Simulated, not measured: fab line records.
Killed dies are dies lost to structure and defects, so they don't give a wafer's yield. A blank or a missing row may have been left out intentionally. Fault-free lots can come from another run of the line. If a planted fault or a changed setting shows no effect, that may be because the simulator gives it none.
A lot that was struck, set against a sound lot / flow sky130 / 15 out of 708 route steps
Sound: these wafers, L175.1, L175.2, L175.4. Struck: wafers L185.1, L185.3. (L185.6 of the same lot was not struck and is left out.) The cause comes at the end.
Each step with rows lists, per side, the tool, then ch with its chambers, then its first start. Under that, the readings that differ: sound wafers / struck wafers / difference of the means / sigmas: that difference in standard deviations of wafers without a fault.
alike: readings whose means differ by less than 2 such deviations, and words and numbers that are the same on both sides. not compared: withheld readings, readings that some wafer has no value for, bounds like >300 that may hide the same value, and numbers for which the record gives no deviation and whose values overlap.
The two part at a step that has a row with sigmas, a row that says differs or no value, or rows on one side only. Non-overlapping numbers with no deviation appear without sigmas and do not part them. A reading missing from all wafers of one side parts the sides only when that side holds two or more wafers.

SKY_CONTACT_ETCH_16: etches BARC in N2/H2, stops on SiO2, time 45.9 s, target depth 60 nm.
  sound on rie-diel-02 ch 0,1,2, day 32 07:58; struck on rie-diel-03 ch 0,2, day 35 09:19
  alike: bias-w, drypump-motor-current-A, oes-product-au, throttle-valve-pct
  not compared: rf-hours-counter-h
SKY_CONTACT_ETCH_17: etches SiO2 in C4F8/O2/Ar, stops on Si3N4, target depth 340 nm.
  sound on rie-diel-02 ch 0,1,2, day 32 08:00; struck on rie-diel-03 ch 0,2, day 35 09:21
  alike: bias-w, oes-product-au
then, 6 steps without rows for these wafers: SKY_CONTACT_ETCH_18 (etches Si3N4 in CHF3/O2, stops on TiN, time 39 s, target depth 75 nm); SKY_CONTACT_STRIP_19 (strips in O2/N2); SKY_CONTACT_STRIP_20 (strips in post etch residue remover, time 1200 s); SKY_CONTACT_CLEAN_21 (cleans in IPA, time 180 s); SKY_CONTACT_CLEAN_22 (cleans in O3/DIW); SKY_CONTACT_SPUTTER_23 (material TiN, target thk 20 nm, time 80 s).
SKY_CONTACT_CVD_24: deposits W, target thk 340 nm, time 102.12 s.
  sound on cvd-w-02 ch 0,1, day 32 08:44; struck on cvd-w-02 ch 0,1, day 35 10:08
  alike: heater-power-w
SKY_CONTACT_RS_MEAS_25: measures by four-point-probe.
  sound on film-metro-02, day 32 08:51; struck on film-metro-04, day 35 10:14
  alike: CONTACT_W_RS
SKY_CONTACT_THK_MEAS_26: measures by xrf.
  sound on film-metro-02, day 32 08:58; struck on film-metro-04, day 35 10:22
  alike: CONTACT_W_THK
SKY_CONTACT_CMP_27: polishes, stops on SiO2, t overpolish 15 s, target thk 0 nm.
  sound on cmp-01 ch 1,2,3, day 32 09:02; struck on cmp-01 ch 1,2, day 35 10:28
  alike: motor-current-A, overpolish-run-s, time-to-endpoint-s
SKY_METAL1_SPUTTER_00: material Ti, target thk 15 nm, time 10 s.
  sound on pvd-sputter-03, day 32 09:20; struck on pvd-sputter-02, day 35 10:43
reading=model.Ti_of_METAL1_SPUTTER_00.thk-nm (nm); sound=14.97 14.81 14.76; struck=26.33 26.17; difference=+11.40; sigmas=
  alike: throttle-valve-pct
SKY_METAL1_SPUTTER_01: material TiN, target thk 20 nm, time 16.7 s.
  sound on pvd-sputter-03, day 32 09:22; struck on pvd-sputter-02, day 35 10:44
  alike: throttle-valve-pct
SKY_PAD_OPEN_PROBE_99:
  rows exist in the record for the sound wafers here (prober-02, day 46 12:00), none for the struck ones

## WHERE THEY PART
Within this record, at SKY_PAD_OPEN_PROBE_99 only.

WHY: what the simulator had put in
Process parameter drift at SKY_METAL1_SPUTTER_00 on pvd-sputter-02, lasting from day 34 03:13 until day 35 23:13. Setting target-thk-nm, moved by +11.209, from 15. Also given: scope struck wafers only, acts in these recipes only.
